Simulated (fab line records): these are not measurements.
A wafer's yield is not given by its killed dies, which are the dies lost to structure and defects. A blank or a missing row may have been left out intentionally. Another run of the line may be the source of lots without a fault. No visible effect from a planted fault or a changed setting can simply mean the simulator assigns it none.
fab line records	flow sky130
record lots=11	wafers=33	last_day=50
route steps=708 shown CONTACT@424 METAL1@439
lots that met no fault: from a run of the same line without faults
start_h: hours from the record's opening day to when the first of the lot's shown wafers began	wait_h: hours elapsed since this lot's preceding step	" repeats the value in the row above	L1.1+2: a row that stands for several wafers	- either no value or no given start	* or withheld: withheld	< > ~ a bound
route shown NAME@n: a module of which the file shows steps, and the number in the route of the first	usual: mean/standard deviation of fault-free wafers	same: alike in all rows	chamber/n: place in a boat	sites: readings site by site	_std_site: standard deviation across them	_edge_site: outer sites' mean less inner sites'	radius_mm: for every site, how far away it sits from the centre of the wafer	mask NAME#n: copy n	behind: tool/chamber where the wafer was last shaped	hold: why the lot was held/for how many hours/how that ended	device: the transistor (n, p or np) that didn't switch	end of line: the tests these same wafers got at the end of their route	a step given without rows: its recipe and nothing more	killed: not the wafer's yield, but the dies lost to structure and defects at the first sort	map: the dies of a wafer, with x for killed, . for not killed, _ for no die there
set.NAME: the setting that was run; set.NAME@STEP: the one run at that earlier step	model.NAME: the simulator's own value behind a step, which no gauge read
a sample of lots followed through the steps of the route, with each step as a table and each wafer as a row
services: the hour from which a tool's chamber was out of use, counted from the record's first day as start_h (under 0 if before that day), plus the number of hours and why
## steps
# step SKY_CONTACT_ETCH_18
# recipe target=Si3N4	chemistry=CHF3/O2	stop_on=TiN	source_w=600	bias_w=200	pressure_mtorr=40	chf3_flow_sccm=50	O2_flow_sccm=5	time_s=39	target_depth_a=750
# usual O2_flow_sccm=4.996/0.014	bias_w=200.0/0.58	drypump_motor_current_A=5.7/0.37	oes_product_au=0.854/0.0077	throttle_valve_pct=8.793/0.0092
lot.wafer	tool	chamber	start_h	wait_h	O2_flow_sccm	bias_w	drypump_motor_current_A	oes_product_au	rf_hours_counter_h	throttle_valve_pct
L181.1	rie_diel-04	0	774	-	4.984	200.3	5.1	0.852	5	8.793
L181.2	"	3	"	"	4.988	199.5	6.1	0.857	26	8.777
L181.6	"	3	"	"	4.991	200.3	6.1	0.866	-	8.797
L185.1	rie_diel-01	0	796	-	5.015	200.6	6.2	0.859	9	8.798
L185.4	"	2	"	"	5.002	200.3	5.8	0.863	4	8.787
L185.6	"	3	"	"	4.996	199.9	5.8	0.864	-	8.803
L186.1	rie_diel-01	0	808	-	4.987	199.9	6.2	0.841	10	8.795
L186.5	"	3	809	-	4.982	200.0	5.8	0.859	-	8.783
L186.6	"	0	"	"	5.014	200.5	6.2	0.849	-	8.777
L187.2	rie_diel-01	0	814	-	5.010	199.7	6.2	0.839	10	8.783
L187.3	"	3	"	"	4.971	200.1	5.8	0.834	3	8.800
L187.5	"	3	"	"	5.013	200.5	5.8	0.856	-	8.793
L188.3	rie_diel-01	1	820	-	4.982	346.9	5.7	0.860	22	8.798
L188.4	"	3	"	"	5.011	200.7	5.8	0.845	3	8.790
L188.6	"	0	"	"	4.984	200.2	6.2	0.856	-	8.795
L189.1	rie_diel-01	2	825	-	4.993	200.8	5.9	0.852	5	8.775
L189.2	"	0	"	"	5.001	199.1	6.2	0.851	10	8.789
L189.3	"	1	"	"	4.976	347.2	5.8	0.855	22	8.787
L190.1	rie_diel-03	3	827	-	5.006	200.4	6.0	0.849	13	8.807
L190.4	"	0	"	"	5.002	199.4	5.3	0.850	15	8.785
L190.5	"	1	"	"	4.966	199.7	5.0	0.861	-	8.812
L195.1	rie_diel-03	3	864	-	4.989	200.1	5.9	0.857	14	8.792
L195.3	"	1	"	"	5.015	201.2	5.0	0.856	13	8.797
L195.6	"	2	"	"	4.986	200.0	5.4	0.856	-	8.793
L198.2	rie_diel-03	1	887	-	4.994	199.3	5.0	0.852	13	8.788
L198.5	"	1	"	"	4.995	199.8	5.0	0.848	-	8.795
L198.6	"	2	"	"	5.014	200.2	5.5	0.852	-	8.781
L200.3	rie_diel-04	0	906	-	5.015	199.0	5.1	0.851	9	8.796
L200.4	"	3	"	"	4.992	201.1	6.1	0.860	2	8.796
L200.5	"	1	"	"	5.004	199.5	5.7	0.848	-	8.785
L201.1	rie_diel-01	2	909	-	5.011	200.0	5.8	0.858	7	8.798
L201.3	"	0	"	"	4.992	198.8	6.2	0.854	13	8.773
L201.5	"	0	"	"	4.961	199.0	6.2	0.866	-	8.793
# step SKY_CONTACT_STRIP_19
# recipe chemistry=O2/N2	power_w=1400	pressure_mtorr=1500	platen_temp_c=withheld	o2_flow_sccm=3000	n2_flow_sccm=300	overash_fraction=0.5
# usual drypump_motor_current_A=5.5/0.61	oes_product_au=0.380/0.005	strip_time_to_endpoint_s=3.60/0.048
# same overash_fraction=0.5
lot.wafer	tool	chamber	start_h	wait_h	drypump_motor_current_A	oes_product_au	rf_hours_counter_h	strip_time_to_endpoint_s
L181.1	plasma_asher-03	0	774.92	-	4.9	0.380	64	3.62
L181.2	"	1	"	"	6.4	0.378	64	3.66
L181.6	"	0	"	"	4.9	0.382	-	3.65
L185.1	plasma_asher-02	1	796.70	-	5.4	0.377	36	3.59
L185.4	"	1	"	"	5.4	0.380	-	3.65
L185.6	"	0	"	"	4.9	0.381	-	3.59
L186.1	plasma_asher-01	0	809.02	-	6.4	0.374	7	3.59
L186.5	"	1	"	"	5.6	0.376	-	3.62
L186.6	"	0	"	"	6.4	0.374	-	3.60
L187.2	plasma_asher-03	1	814.57	-	6.3	0.387	67	3.57
L187.3	"	0	"	"	4.9	0.376	-	3.58
L187.5	"	1	"	"	6.3	0.386	-	3.57
L188.3	plasma_asher-02	0	820.11	-	4.9	0.373	-	3.41
L188.4	"	1	"	"	5.4	0.390	-	3.61
L188.6	"	1	"	"	5.4	0.382	-	3.57
L189.1	plasma_asher-02	1	825.12	-	5.4	0.385	39	3.66
L189.2	"	0	"	"	4.9	0.383	39	3.54
L189.3	"	0	"	"	4.9	0.378	-	3.40
L190.1	plasma_asher-03	1	827.32	-	6.3	0.375	69	3.58
L190.4	"	0	"	"	4.9	0.385	-	3.62
L190.5	"	0	"	"	4.9	0.387	-	3.62
L195.1	plasma_asher-02	1	864.47	-	5.4	0.384	43	3.57
L195.3	"	0	"	"	4.9	0.380	-	3.60
L195.6	"	0	"	"	4.9	0.374	-	3.52
L198.2	plasma_asher-01	1	887.10	-	5.6	0.377	15	3.69
L198.5	"	1	"	"	5.6	0.386	-	3.68
L198.6	"	0	"	"	6.4	0.383	-	3.55
L200.3	plasma_asher-02	1	906.49	-	5.4	0.383	-	3.64
L200.4	"	0	"	"	5.0	0.374	-	3.58
L200.5	"	0	"	"	4.9	0.377	-	3.55
L201.1	plasma_asher-02	1	909.22	-	5.4	0.392	48	3.63
L201.3	"	0	"	"	4.9	0.376	-	3.59
L201.5	"	0	"	"	4.9	0.374	-	3.60
# step SKY_METAL1_RS_MEAS_05
# recipe thk_meas_gauge=four-point-probe	reads=TiN_of_METAL1_SPUTTER_04+Ti_of_METAL1_SPUTTER_03+AlCu_of_METAL1_SPUTTER_02+TiN_of_METAL1_SPUTTER_01+Ti_of_METAL1_SPUTTER_00
# usual METAL1_ALCU_RS=0.1266/0.0016
lot.wafer	tool	chamber	start_h	wait_h	METAL1_ALCU_RS[ohm/sq]
L181.1	film_metro-04	-	776.41	0.0	0.1235
L181.2	"	-	"	"	0.1248
L181.6	"	-	"	"	0.1260
L185.1	film_metro-04	-	798.08	0.0	0.1225
L185.4	"	-	"	"	0.1247
L185.6	"	-	"	"	0.1230
L186.1	film_metro-02	-	810.42	0.0	0.1279
L186.5	"	-	"	"	0.1271
L186.6	"	-	"	"	0.1276
L187.2	film_metro-02	-	816.12	0.0	0.1281
L187.3	"	-	"	"	0.1253
L187.5	"	-	"	"	0.1233
L188.3	film_metro-02	-	821.64	0.1	0.1269
L188.4	"	-	"	"	0.1253
L188.6	"	-	"	"	0.1239
L189.1	film_metro-02	-	826.62	0.0	0.1286
L189.2	"	-	"	"	0.1280
L189.3	"	-	"	"	0.1258
L190.1	film_metro-04	-	829.02	0.0	0.1261
L190.4	"	-	"	"	0.1279
L190.5	"	-	"	"	0.1270
L195.1	film_metro-02	-	866.18	0.0	0.1271
L195.3	"	-	"	"	0.1265
L195.6	"	-	"	"	0.1275
L198.2	film_metro-03	-	888.51	0.0	0.1278
L198.5	"	-	"	"	0.1293
L198.6	"	-	"	"	0.1276
L200.3	film_metro-03	-	907.88	0.1	0.1278
L200.4	"	-	"	"	0.1247
L200.5	"	-	"	"	0.1267
L201.1	film_metro-04	-	910.60	0.0	0.1252
L201.3	"	-	"	"	0.1273
L201.5	"	-	"	"	0.1250
# step SKY_METAL1_DESCUM_17
# recipe chemistry=O2	source_power_w=150	bias_power_w=0	pressure_mtorr=10	temp_c=40	time_s=8
# usual drypump_motor_current_A=5.5/0.43	oes_product_au=1.008/0.011	temp_c=40.00/0.12
lot.wafer	tool	chamber	start_h	wait_h	drypump_motor_current_A	oes_product_au	rf_hours_counter_h	temp_c
L181.1	rie_metal-04	1	803.16	0.0	5.8	1.012	12	40.00
L181.2	"	0	"	"	4.8	1.028	10	40.06
L181.6	"	0	"	"	4.8	1.020	-	39.91
L185.1	rie_metal-03	0	824.46	0.0	5.3	0.991	14	39.85
L185.4	"	1	"	"	6.0	1.010	-	40.19
L185.6	"	0	"	"	5.3	0.985	-	39.96
L186.1	rie_metal-03	0	836.86	0.0	5.3	0.988	14	40.05
L186.5	"	1	"	"	6.0	1.008	-	39.98
L186.6	"	0	"	"	5.2	1.004	-	39.96
L187.2	rie_metal-01	1	842.57	0.0	5.9	1.009	11	40.22
L187.3	"	1	"	"	6.0	1.012	-	40.04
L187.5	"	0	"	"	5.1	1.040	-	39.89
L188.3	rie_metal-01	0	848.53	0.0	5.1	1.033	-	39.96
L188.4	"	1	"	"	5.9	0.999	-	40.01
L188.6	"	0	"	"	5.1	1.024	-	39.87
L189.1	rie_metal-01	1	853.37	0.0	5.9	1.009	11	39.96
L189.2	"	0	"	"	5.1	1.031	1	39.99
L189.3	"	0	"	"	5.1	1.028	-	40.12
L190.1	rie_metal-01	1	856.07	0.0	5.9	1.003	11	39.91
L190.4	"	1	"	"	5.9	1.000	-	40.30
L190.5	"	1	"	"	6.0	1.011	-	40.24
L195.1	rie_metal-03	1	892.59	0.0	6.0	1.003	3	40.09
L195.3	"	1	"	"	6.0	1.012	-	40.07
L195.6	"	1	"	"	6.0	1.007	-	39.94
L198.2	rie_metal-03	0	913.44	0.0	5.3	0.999	0	40.12
L198.5	"	0	"	"	5.2	1.016	-	40.08
L198.6	"	1	"	"	6.0	1.010	-	39.92
L200.3	rie_metal-01	1	931.82	0.0	5.9	1.002	-	39.87
L200.4	"	0	"	"	5.1	1.018	-	40.01
L200.5	"	0	"	"	5.1	1.020	-	40.01
L201.1	rie_metal-03	0	935.74	0.0	5.3	1.007	1	40.21
L201.3	"	1	"	"	6.0	0.994	-	39.86
L201.5	"	0	"	"	5.3	1.000	-	40.01
# step SKY_METAL1_ETCH_18
# recipe chemistry=N2/H2	target=BARC	ion_energy_ev=200	bias_w=100	pressure_mtorr=30	n2_flow_sccm=100	h2_flow_sccm=200	icp_w=500	stop_on=SiO2	time_s=45.9	target_depth_a=600
# usual bias_w=100.0/0.31	drypump_motor_current_A=5.6/0.43	oes_product_au=0.855/0.0043	throttle_valve_pct=13.225/0.0091
lot.wafer	tool	chamber	start_h	wait_h	bias_w	drypump_motor_current_A	oes_product_au	rf_hours_counter_h	throttle_valve_pct
L181.1	rie_metal-04	1	803.19	0.0	100.5	5.8	0.855	12	13.217
L181.2	"	0	"	"	100.0	4.8	0.865	10	13.227
L181.6	"	0	"	"	100.0	4.8	0.861	-	13.230
L185.1	rie_metal-03	0	824.49	0.0	100.2	5.3	0.847	14	13.216
L185.4	"	1	"	"	99.9	6.0	0.850	-	13.210
L185.6	"	0	"	"	100.4	5.3	0.860	-	13.226
L186.1	rie_metal-03	0	836.89	0.0	100.4	5.3	0.857	14	13.238
L186.5	"	1	"	"	100.0	6.0	0.857	-	13.216
L186.6	"	0	"	"	99.7	5.3	0.855	-	13.217
L187.2	rie_metal-01	1	842.60	0.0	100.0	5.9	0.858	11	13.212
L187.3	"	1	"	"	100.3	5.9	0.857	-	13.226
L187.5	"	0	"	"	100.1	5.1	0.858	-	13.216
L188.3	rie_metal-01	0	848.57	0.0	99.9	5.1	0.860	-	13.230
L188.4	"	1	"	"	100.1	5.9	0.860	-	13.223
L188.6	"	0	"	"	99.1	5.1	0.855	-	13.221
L189.1	rie_metal-01	1	853.40	0.0	100.3	5.9	0.857	11	13.226
L189.2	"	0	"	"	100.0	5.1	0.859	1	13.225
L189.3	"	0	"	"	100.0	5.1	0.849	-	13.230
L190.1	rie_metal-01	1	856.10	0.0	99.8	5.9	0.856	11	13.234
L190.4	"	1	"	"	99.6	5.9	0.855	-	13.231
L190.5	"	1	"	"	100.1	5.9	0.856	-	13.223
L195.1	rie_metal-03	1	892.65	0.1	99.7	6.0	0.855	3	13.221
L195.3	"	1	"	"	99.7	6.0	0.856	-	13.211
L195.6	"	1	"	"	99.4	6.0	0.856	-	13.224
L198.2	rie_metal-03	0	913.47	0.0	100.3	5.3	0.853	0	13.230
L198.5	"	0	"	"	99.9	5.3	0.851	-	13.232
L198.6	"	1	"	"	99.7	6.0	0.857	-	13.242
L200.3	rie_metal-01	1	931.86	0.0	99.7	6.0	0.856	-	13.231
L200.4	"	0	"	"	100.4	5.1	0.858	-	13.210
L200.5	"	0	"	"	99.9	5.1	0.856	-	13.224
L201.1	rie_metal-03	0	935.77	0.0	99.8	5.3	0.851	1	13.233
L201.3	"	1	"	"	99.9	6.0	0.857	-	13.230
L201.5	"	0	"	"	100.0	5.2	0.866	-	13.233
## services
tool	chamber	start_h	hours	kind
rie_metal-01	0	761.55	1.1	repair
rie_diel-01	0	765.25	10.4	repair
rie_diel-01	-	766.00	28.1	pm
rie_metal-03	1	772.83	-	clean
rie_metal-03	1	772.83	29.4	scheduled_down
rie_metal-03	1	772.83	29.4	vent_cycle
plasma_asher-03	-	799.25	2.8	pm
rie_diel-03	1	804.36	7.5	repair
rie_metal-01	0	811.92	-	clean
rie_metal-01	0	811.92	17.6	scheduled_down
rie_metal-01	0	811.92	17.6	vent_cycle
rie_diel-01	-	816.37	1.9	repair
rie_diel-04	3	822.85	11.2	repair
rie_diel-01	2	837.90	5.1	repair
rie_metal-01	0	865.41	6.5	repair
rie_diel-04	-	870.51	0.1	repair
rie_diel-04	3	880.65	2.6	repair
rie_metal-03	0	888.93	-	clean
rie_metal-04	-	902.57	0.6	repair
plasma_asher-01	-	905.04	2.8	pm
rie_diel-03	1	906.54	11.6	repair
rie_diel-04	0	913.52	3.4	repair
plasma_asher-02	-	918.72	3.2	repair
rie_diel-04	-	926.87	0.1	repair
## key
first_sign step=SKY_CONTACT_ETCH_18	reading=bias_w	direction=up	sigmas=99+	usual=200.0	struck=347.1
effect step=SKY_CONTACT_STRIP_19	reading=strip_time_to_endpoint_s	direction=down	sigmas=3.9	usual=*	struck=*
met_at SKY_CONTACT_ETCH_18
struck_lots L188,L189
struck_wafers L188.3,L189.3
tester_left_out L188,L189
not_acting_at SKY_METAL1_RS_MEAS_05,SKY_METAL1_DESCUM_17,SKY_METAL1_ETCH_18
fault kind=process_parameter_drift	tool=rie_diel-01	chamber=1	onset_h=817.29	steps=SKY_CONTACT_ETCH_18	channel=bias_w	offset=147.4	shape=step	end_h=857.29	acts_in=these_recipes_only	stated=200
# tester_left_out: of these lots the tester's yield and bins aren't shown, on N5 and GAA mostly nor the transistor test; their killed dies are dies lost to structure and defects alone, not to doping, threshold or leakage, so they don't give the yield
